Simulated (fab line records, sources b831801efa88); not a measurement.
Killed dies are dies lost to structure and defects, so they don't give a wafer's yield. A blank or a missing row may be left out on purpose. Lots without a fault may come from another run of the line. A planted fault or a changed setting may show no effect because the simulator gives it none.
fab line records | flow sky130
record lots=14 wafers=42 last_day=50
route steps=708 shown METAL3@566 VIA3@587 METAL4@600
lots that met no fault: from a run of the same line without faults
start_h: hours from the record's first day to the start of the lot's first wafer shown | wait_h: hours since the lot's step before | " the same as in the row above | L1.1+2: a row that stands for several wafers | - no value, or no start given | * or withheld: withheld | < > ~ a bound
route shown NAME@n: a module of which the file shows steps, and the number in the route of the first | usual: mean/standard deviation of fault-free wafers | same: alike in all rows | chamber/n: place in a boat | sites: the reading at each site | _std_site: their standard deviation | _edge_site: outer sites' mean less inner sites' | radius_mm: how far each site lies from the wafer's centre | mask NAME#n: copy n | behind: the tool/chamber that last shaped the wafer | hold: why the lot was held/for how many hours/how that ended | device: the transistor (n, p or np) that didn't switch | end of line: the same wafers' tests at the end of the route | a step without rows: its recipe alone | killed: dies lost to structure and defects at the first sort, not the wafer's yield | map: a wafer's dies, x killed, . not, _ none there
set.NAME: the setting as run; set.NAME@STEP: as run at that earlier step | model.NAME: the simulator's own value behind a step, which no gauge read
steps of the route over a sample of lots; a table a step, a row a wafer
services: from which hour (start_h, from the record's first day; less than 0 if before it) a tool's chamber was out of use, for how many hours, and why
## steps
# step SKY_METAL3_ETCH_16
# recipe chemistry=N2/H2 target=BARC ion_energy_ev=200 bias_w=100 pressure_mtorr=30 n2_flow_sccm=100 h2_flow_sccm=200 icp_w=500 stop_on=SiO2 time_s=88.2 target_depth_a=600
# usual drypump_motor_current_A=5.77/0.29 h2_flow_sccm=200.1/0.64 oes_product_au=0.626/0.0047 rf_fwd_power_W=496.6/1.9 throttle_valve_pct=13.205/0.0081
# columns lot.wafer tool chamber start_h wait_h drypump_motor_current_A h2_flow_sccm oes_product_au rf_fwd_power_W rf_hours_counter_h throttle_valve_pct
L305.2 rie_metal-03 0 924.09 0.0 6.01 198.8 0.620 493.3 2 13.199
L305.3 " 1 " " 5.43 200.4 0.626 504.1 - 13.192
L305.4 " 0 " " 6.00 199.7 0.631 495.5 - 13.204
L307.2 rie_metal-02 1 925.08 0.0 5.96 199.8 0.628 498.1 15 13.227
L307.5 " 1 " " 5.97 200.5 0.618 495.9 - 13.202
L307.6 " 0 " " 5.10 200.5 0.629 496.7 - 13.198
L306.1 rie_metal-01 1 925.92 0.0 5.82 199.6 0.618 495.5 13 13.192
L306.5 " 1 " " 5.80 200.5 0.625 495.7 - 13.205
L306.6 " 0 " " 5.98 201.2 0.630 497.0 - 13.204
L308.2 rie_metal-01 1 935.46 0.1 5.81 199.3 0.627 493.8 - 13.209
L308.3 " 1 " " 5.80 199.1 0.626 498.6 - 13.190
L308.4 " 1 " " 5.82 200.2 0.635 495.0 - 13.209
L310.2 rie_metal-03 1 944.17 0.0 5.43 199.5 0.630 498.6 10 13.211
L310.4 " 1 " " 5.42 199.7 0.627 499.8 - 13.207
L310.6 " 1 " " 5.43 199.7 0.629 498.2 - 13.202
L311.2 rie_metal-01 1 946.46 0.1 5.81 200.1 0.627 496.7 - 13.205
L311.3 " 1 " " 5.81 200.1 0.628 496.2 - 13.211
L311.4 " 1 " " 5.81 199.9 0.627 496.0 - 13.205
L312.3 rie_metal-03 1 960.41 0.0 5.40 200.5 0.625 496.9 - 13.197
L312.4 " 0 " " 5.95 198.8 0.618 498.7 - 13.204
L312.5 " 1 " " 5.40 200.1 0.623 500.0 - 13.205
L313.3 rie_metal-01 0 962.75 0.0 5.94 199.7 0.631 496.4 - 13.201
L313.4 " 1 " " 5.81 200.1 0.622 496.5 - 13.204
L313.6 " 1 " " 5.81 200.3 0.630 495.4 - 13.203
L314.1 rie_metal-02 0 976.89 0.0 5.11 200.0 0.637 496.3 22 13.211
L314.2 " 1 " " 5.95 200.8 0.627 497.0 18 13.202
L314.5 " 1 " " 5.95 200.4 0.621 498.6 - 13.212
L323.2 rie_metal-03 1 1034.44 0.0 5.44 200.6 0.626 495.9 15 13.209
L323.3 " 1 " " 5.43 200.6 0.625 497.7 - 13.207
L323.4 " 0 " " 5.97 199.4 0.629 494.7 - 13.206
L324.1 rie_metal-03 1 1041.08 0.0 5.40 199.5 0.620 496.1 15 13.211
L324.3 " 0 " " 5.93 200.2 0.621 496.9 - 13.204
L324.6 " 1 " " 5.41 199.7 0.626 495.3 - 13.197
L326.1 rie_metal-01 0 1065.48 0.0 5.97 200.2 0.629 496.3 19 13.206
L326.4 " 1 " " 5.81 200.5 0.633 495.6 - 13.211
L326.5 " 1 " " 5.82 201.3 0.622 494.6 - 13.200
L325.1 rie_metal-01 0 1067.88 0.0 5.94 200.0 0.637 499.2 19 13.202
L325.5 " 1 " " 5.80 200.7 0.631 491.0 - 13.220
L325.6 " 0 " " 5.98 199.4 0.627 499.1 - 13.205
L327.1 rie_metal-02 1 1068.99 0.0 5.96 200.4 0.626 497.0 25 13.219
L327.2 " 0 " " 5.06 198.7 0.626 495.8 1 13.204
L327.5 " 0 " " 5.08 199.2 0.624 497.5 - 13.217
# step SKY_VIA3_ETCH_14
# recipe chemistry=N2/H2 target=BARC ion_energy_ev=200 source_w=500 bias_w=100 pressure_mtorr=30 n2_flow_sccm=100 h2_flow_sccm=200 stop_on=SiO2 time_s=45.9 target_depth_a=600
# usual drypump_motor_current_A=6.0/0.49 h2_flow_sccm=199.9/0.59 oes_product_au=0.856/0.0051 rf_fwd_power_W=494.7/1.8 throttle_valve_pct=13.226/0.0098
# columns lot.wafer tool chamber start_h wait_h drypump_motor_current_A h2_flow_sccm oes_product_au rf_fwd_power_W rf_hours_counter_h throttle_valve_pct
L305.2 rie_diel-03 0 949.34 0.0 4.7 198.9 0.861 496.2 9 13.217
L305.3 " 1 " " 6.2 199.8 0.847 491.5 6 13.226
L305.4 " 2 " " 6.5 200.0 0.852 496.2 17 13.226
L307.2 rie_diel-04 1 951.09 0.0 5.5 200.2 0.852 495.4 2 13.225
L307.5 " 3 " " 6.0 200.8 0.856 497.4 - 13.237
L307.6 " 0 " " 5.9 200.2 0.860 496.1 - 13.221
L306.1 rie_diel-01 3 951.70 0.0 6.1 199.8 0.854 494.0 16 13.211
L306.5 " 1 " " 6.3 198.8 0.858 494.1 - 13.225
L306.6 " 2 " " 6.2 201.1 0.852 494.3 - 13.230
L308.2 rie_diel-04 0 961.38 0.0 5.9 200.4 0.849 494.8 7 13.201
L308.3 " 3 " " 6.0 200.3 0.858 495.1 12 13.224
L308.4 " 1 " " 5.5 200.0 0.857 495.9 3 13.234
L310.2 rie_diel-03 3 969.20 0.0 5.2 200.6 0.861 495.0 4 13.251
L310.4 " 2 " " 6.5 200.7 0.866 494.3 18 13.213
L310.6 " 0 " " 4.7 199.0 0.862 491.3 - 13.210
L311.2 rie_diel-04 2 972.44 0.0 6.8 200.2 0.854 495.6 14 13.218
L311.3 " 0 " " 5.9 199.9 0.856 494.3 7 13.214
L311.4 " 2 " " 6.9 200.1 0.858 493.6 - 13.227
L312.3 rie_diel-04 0 985.99 0.0 5.9 198.7 0.857 493.9 8 13.238
L312.4 " 0 " " 5.9 199.3 0.864 494.1 - 13.216
L312.5 " 1 " " 5.5 199.7 0.853 497.3 - 13.222
L313.3 rie_diel-04 3 987.49 0.0 6.0 199.7 0.846 495.7 13 13.221
L313.4 " 0 " " 5.9 199.9 0.833 496.2 - 13.214
L313.6 " 3 " " 6.0 199.6 0.843 496.4 - 13.229
L314.1 rie_diel-04 1 1001.75 0.0 5.5 200.3 0.838 496.1 4 13.229
L314.2 " 3 " " 6.0 200.2 0.847 496.6 14 13.223
L314.5 " 1 " " 5.5 200.3 0.840 496.4 - 13.219
L323.2 rie_diel-01 2 1057.69 0.0 6.2 200.0 0.858 494.0 16 13.206
L323.3 " 1 " " 6.3 199.7 0.847 495.7 22 13.236
L323.4 " 0 " " 5.7 200.2 0.849 494.0 27 13.222
L324.1 rie_diel-01 2 1064.04 0.0 6.2 199.4 0.854 498.3 16 13.223
L324.3 " 0 " " 5.7 201.3 0.854 493.8 27 13.240
L324.6 " 0 " " 5.7 199.6 0.858 494.9 - 13.225
L326.1 rie_diel-01 2 1087.80 0.0 6.3 200.4 0.864 496.6 17 13.224
L326.4 " 1 " " 6.3 200.1 0.857 496.7 - 13.240
L326.5 " 2 " " 6.2 199.8 0.868 498.1 - 13.229
L325.1 rie_diel-04 2 1090.75 0.0 6.9 199.6 0.859 495.4 18 13.247
L325.5 " 0 " " 5.9 200.1 0.860 495.0 - 13.230
L325.6 " 3 " " 6.0 199.7 0.861 495.5 - 13.220
L327.1 rie_diel-04 0 1091.74 0.0 5.9 199.3 0.858 494.5 12 13.235
L327.2 " 1 " " 5.5 200.4 0.839 493.3 8 13.212
L327.5 " 2 " " 6.9 199.9 0.849 493.9 - 13.233
# step SKY_VIA3_ETCH_15
# recipe target=SiO2 chemistry=C4F8/O2/Ar target_depth_nm=507 stop_on=TiN mask_material=KrF-thick source_w=1500 bias_w=1200 pressure_mtorr=40 c4f8_flow_sccm=withheld O2_flow_sccm=6 Ar_flow_sccm=300 time_s=78
# usual oes_product_au=0.945/0.0051 rf_fwd_power_W=1489/5.8
# columns lot.wafer tool chamber start_h wait_h oes_product_au rf_fwd_power_W rf_hours_counter_h
L305.2 rie_diel-03 0 949.38 0.0 0.956 1495 9
L305.3 " 1 " " 0.959 1497 6
L305.4 " 2 " " 0.949 1491 17
L307.2 rie_diel-04 1 951.13 0.0 0.951 1498 2
L307.5 " 3 " " 0.948 1488 -
L307.6 " 0 " " 0.952 1481 -
L306.1 rie_diel-01 3 951.74 0.0 0.948 1481 16
L306.5 " 1 " " 0.945 1477 -
L306.6 " 2 " " 0.943 1490 -
L308.2 rie_diel-04 0 961.42 0.0 0.948 1492 7
L308.3 " 3 " " 0.934 1497 12
L308.4 " 1 " " 0.948 1498 3
L310.2 rie_diel-03 3 969.24 0.0 0.947 1493 4
L310.4 " 2 " " 0.944 1490 18
L310.6 " 0 " " 0.938 1494 -
L311.2 rie_diel-04 2 972.48 0.0 0.939 1483 14
L311.3 " 0 " " 0.944 1492 7
L311.4 " 2 " " 0.954 1489 -
L312.3 rie_diel-04 0 986.03 0.0 0.945 1494 8
L312.4 " 0 " " 0.936 1489 -
L312.5 " 1 " " 0.944 1495 -
L313.3 rie_diel-04 3 987.53 0.0 0.578 1497 13
L313.4 " 0 " " 0.451 1491 -
L313.6 " 3 " " 0.628 1497 -
L314.1 rie_diel-04 1 1001.79 0.0 0.696 1490 4
L314.2 " 3 " " 0.590 1491 14
L314.5 " 1 " " 0.661 1494 -
L323.2 rie_diel-01 2 1057.73 0.0 0.951 1492 16
L323.3 " 1 " " 0.946 1487 22
L323.4 " 0 " " 0.939 1484 27
L324.1 rie_diel-01 2 1064.08 0.0 0.943 1490 16
L324.3 " 0 " " 0.941 1493 27
L324.6 " 0 " " 0.939 1488 -
L326.1 rie_diel-01 2 1087.84 0.0 0.947 1486 17
L326.4 " 1 " " 0.939 1492 -
L326.5 " 2 " " 0.949 1491 -
L325.1 rie_diel-04 2 1090.79 0.0 0.954 1495 18
L325.5 " 0 " " 0.950 1487 -
L325.6 " 3 " " 0.947 1482 -
L327.1 rie_diel-04 0 1091.78 0.0 0.948 1494 12
L327.2 " 1 " " 0.944 1488 8
L327.5 " 2 " " 0.941 1488 -
# step SKY_VIA3_STRIP_16
# recipe chemistry=O2/N2 power_w=1400 pressure_mtorr=1500 platen_temp_c=withheld o2_flow_sccm=3000 n2_flow_sccm=300 overash_fraction=0.5
# usual drypump_motor_current_A=6.0/0.37 oes_product_au=0.402/0.0046 strip_time_to_endpoint_s=4.142/0.022
# same overash_fraction=0.5
# columns lot.wafer tool chamber start_h wait_h drypump_motor_current_A oes_product_au rf_hours_counter_h strip_time_to_endpoint_s
L305.2 plasma_asher-01 0 949.44 0.0 5.4 0.409 19 4.154
L305.3 " 0 " " 5.4 0.400 - 4.158
L305.4 " 1 " " 5.9 0.413 - 4.139
L307.2 plasma_asher-04 0 951.19 0.0 6.3 0.404 51 4.131
L307.5 " 1 " " 6.2 0.396 - 4.151
L307.6 " 0 " " 6.2 0.404 - 4.163
L306.1 plasma_asher-01 1 951.80 0.0 5.9 0.399 19 4.102
L306.5 " 1 " " 5.9 0.407 - 4.154
L306.6 " 0 " " 5.4 0.399 - 4.147
L308.2 plasma_asher-03 1 961.48 0.0 5.9 0.406 116 4.137
L308.3 " 0 " " 6.5 0.400 - 4.116
L308.4 " 1 " " 5.9 0.398 - 4.147
L310.2 plasma_asher-03 1 969.30 0.0 5.9 0.397 116 4.162
L310.4 " 0 " " 6.5 0.406 - 4.158
L310.6 " 0 " " 6.5 0.404 - 4.193
L311.2 plasma_asher-03 0 972.54 0.0 6.5 0.406 117 4.128
L311.3 " 1 " " 6.0 0.398 - 4.148
L311.4 " 0 " " 6.5 0.402 - 4.120
L312.3 plasma_asher-03 0 986.12 0.1 6.4 0.408 - 4.170
L312.4 " 1 " " 5.9 0.411 - 4.169
L312.5 " 1 " " 5.9 0.400 - 4.110
L313.3 plasma_asher-04 0 987.62 0.1 6.2 0.416 - 4.225
L313.4 " 1 " " 6.2 0.412 - 4.257
L313.6 " 1 " " 6.2 0.402 - 4.235
L314.1 plasma_asher-03 1 1001.85 0.0 5.9 0.399 120 4.248
L314.2 " 0 " " 6.5 0.408 120 4.244
L314.5 " 0 " " 6.5 0.406 - 4.240
L323.2 plasma_asher-04 1 1057.79 0.0 6.2 0.404 61 4.134
L323.3 " 1 " " 6.2 0.396 - 4.121
L323.4 " 0 " " 6.3 0.401 - 4.121
L324.1 plasma_asher-04 1 1064.14 0.0 6.1 0.398 62 4.099
L324.3 " 0 " " 6.3 0.398 - 4.091
L324.6 " 0 " " 6.3 0.403 - 4.103
L326.1 plasma_asher-03 1 1087.90 0.0 5.9 0.406 2 4.151
L326.4 " 1 " " 6.0 0.407 - 4.140
L326.5 " 1 " " 6.0 0.394 - 4.136
L325.1 plasma_asher-01 1 1090.85 0.0 5.9 0.405 33 4.123
L325.5 " 0 " " 5.4 0.401 - 4.162
L325.6 " 1 " " 5.9 0.403 - 4.146
L327.1 plasma_asher-03 1 1091.84 0.0 5.9 0.402 2 4.186
L327.2 " 0 " " 6.4 0.407 2 4.157
L327.5 " 1 " " 5.9 0.399 - 4.133
# step SKY_VIA3_CVD_21
# recipe material=W target_thk_nm=390 time_s=117.31 temp_c=400 pressure_torr=40
# usual heater_power_w=919/150
# columns lot.wafer tool chamber start_h wait_h heater_power_w
L305.2 cvd_w-02 0 950.10 0.0 916
L305.3 " 1 " " 741
L305.4 " 0 " " 926
L307.2 cvd_w-01 1 951.84 0.0 1142
L307.5 " 0 " " 825
L307.6 " 1 " " 1149
L306.1 cvd_w-02 0 952.46 0.0 932
L306.5 " 0 " " 901
L306.6 " 1 " " 749
L308.2 cvd_w-02 1 962.19 0.0 748
L308.3 " 0 " " 912
L308.4 " 1 " " 774
L310.2 cvd_w-02 1 970.02 0.0 740
L310.4 " 1 " " 741
L310.6 " 1 " " 739
L311.2 cvd_w-01 0 973.19 0.0 853
L311.3 " 1 " " 1129
L311.4 " 0 " " 810
L312.3 cvd_w-01 1 986.82 0.1 1160
L312.4 " 0 " " 820
L312.5 " 0 " " 823
L313.3 cvd_w-02 1 988.32 0.1 744
L313.4 " 0 " " 908
L313.6 " 0 " " 910
L314.1 cvd_w-02 0 1002.50 0.0 896
L314.2 " 1 " " 755
L314.5 " 0 " " 911
L323.2 cvd_w-02 1 1058.44 0.0 764
L323.3 " 1 " " 760
L323.4 " 0 " " 946
L324.1 cvd_w-02 0 1064.84 0.0 930
L324.3 " 1 " " 735
L324.6 " 1 " " 739
L326.1 cvd_w-01 1 1088.56 0.0 1145
L326.4 " 0 " " 833
L326.5 " 1 " " 1161
L325.1 cvd_w-02 0 1091.51 0.0 948
L325.5 " 1 " " 790
L325.6 " 0 " " 926
L327.1 cvd_w-01 0 1092.50 0.0 837
L327.2 " 1 " " 1140
L327.5 " 1 " " 1150
# step SKY_METAL4_SPUTTER_02
# recipe material=AlCu target_thk_nm=735 power_w=10600 time_s=39.1 chamber_pressure_pa=0.4
# usual throttle_valve_pct=30.8/1
# columns lot.wafer tool chamber start_h wait_h throttle_valve_pct
L305.2 pvd_sputter-02 - 950.75 0.0 29.3
L305.3 " - " " 31.6
L305.4 " - " " 32.0
L307.2 pvd_sputter-02 - 952.49 0.0 31.8
L307.5 " - " " 29.4
L307.6 " - " " 31.8
L306.1 pvd_sputter-01 - 953.11 0.0 30.4
L306.5 " - " " 30.9
L306.6 " - " " 30.4
L308.2 pvd_sputter-04 - 962.84 0.0 30.2
L308.3 " - " " 29.0
L308.4 " - " " 30.7
L310.2 pvd_sputter-01 - 970.67 0.0 30.3
L310.4 " - " " 30.4
L310.6 " - " " 32.8
L311.2 pvd_sputter-01 - 973.91 0.0 30.9
L311.3 " - " " 31.3
L311.4 " - " " 32.3
L312.3 pvd_sputter-02 - 987.43 0.0 32.2
L312.4 " - " " 31.6
L312.5 " - " " 32.1
L313.6 pvd_sputter-04 - 988.95 0.0 31.2
L314.1 pvd_sputter-02 - 1003.15 0.0 31.8
L314.5 " - " " 29.6
L323.2 pvd_sputter-01 - 1059.09 0.0 32.5
L323.3 " - " " 31.3
L323.4 " - " " 30.5
L324.1 pvd_sputter-01 - 1065.49 0.0 31.4
L324.3 " - " " 32.1
L324.6 " - " " 30.2
L326.1 pvd_sputter-04 - 1089.21 0.0 29.0
L326.4 " - " " 30.2
L326.5 " - " " 30.2
L325.1 pvd_sputter-04 - 1092.16 0.0 31.2
L325.5 " - " " 31.0
L325.6 " - " " 30.7
L327.1 pvd_sputter-04 - 1093.15 0.0 28.8
L327.2 " - " " 31.1
L327.5 " - " " 30.7
## services
# columns tool chamber start_h hours kind
rie_diel-03 2 900.53 1.7 repair
cvd_w-02 - 904.00 14.0 pm
rie_diel-04 0 906.36 2.4 repair
rie_metal-01 - 921.33 2.8 pm
rie_metal-01 0 934.17 15.7 repair
rie_diel-01 0 953.63 3.6 repair
plasma_asher-03 - 962.74 0.6 repair
cvd_w-02 - 962.80 6.9 pm
rie_diel-04 3 966.61 9.7 repair
rie_diel-03 3 969.89 10.9 repair
rie_metal-03 - 974.99 3.4 repair
rie_diel-04 2 979.52 9.5 repair
plasma_asher-03 - 986.19 2.8 pm
rie_diel-03 - 995.83 4.3 pm
pvd_sputter-04 - 1003.23 9.5 repair
plasma_asher-04 - 1007.02 12.2 pm
pvd_sputter-04 - 1027.26 2.3 repair
pvd_sputter-04 - 1042.01 5.0 repair
plasma_asher-03 - 1045.14 2.0 repair
plasma_asher-03 - 1055.25 9.0 pm
rie_diel-04 3 1065.48 12.2 repair
rie_diel-01 3 1066.40 14.3 repair
rie_diel-04 0 1068.33 2.3 repair
rie_diel-01 0 1085.67 3.6 repair
## key
first_sign step=SKY_VIA3_ETCH_14 reading=oes_product_au direction=down sigmas=2.8 usual=0.856 struck=0.841 wafers_moved=3
effect step=SKY_VIA3_ETCH_15 reading=oes_product_au direction=down sigmas=68 usual=0.945 struck=0.601
effect step=SKY_VIA3_STRIP_16 reading=strip_time_to_endpoint_s direction=up sigmas=4.6 usual=* struck=*
met_at SKY_VIA3_ETCH_14
struck_lots L313,L314
later_rows_left_out L313.3,L313.4,L314.2
sort_left_out L313.3,L313.4,L313.6,L314.1,L314.2,L314.5
not_acting_at SKY_METAL3_ETCH_16,SKY_VIA3_CVD_21,SKY_METAL4_SPUTTER_02
onset_between 985.99 987.49
fault kind=process_parameter_drift tool=rie_diel-04 chamber=- onset_h=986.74 steps=SKY_VIA3_ETCH_14 channel=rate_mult offset=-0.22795 shape=step end_h=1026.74
# sort_left_out: the simulated sort isn't trusted on such a fault, so these wafers' sort isn't shown, and their yield isn't known
# later_rows_left_out: the simulator's readings of these wafers behind a module that went badly wrong aren't trusted and aren't shown, but for the sort
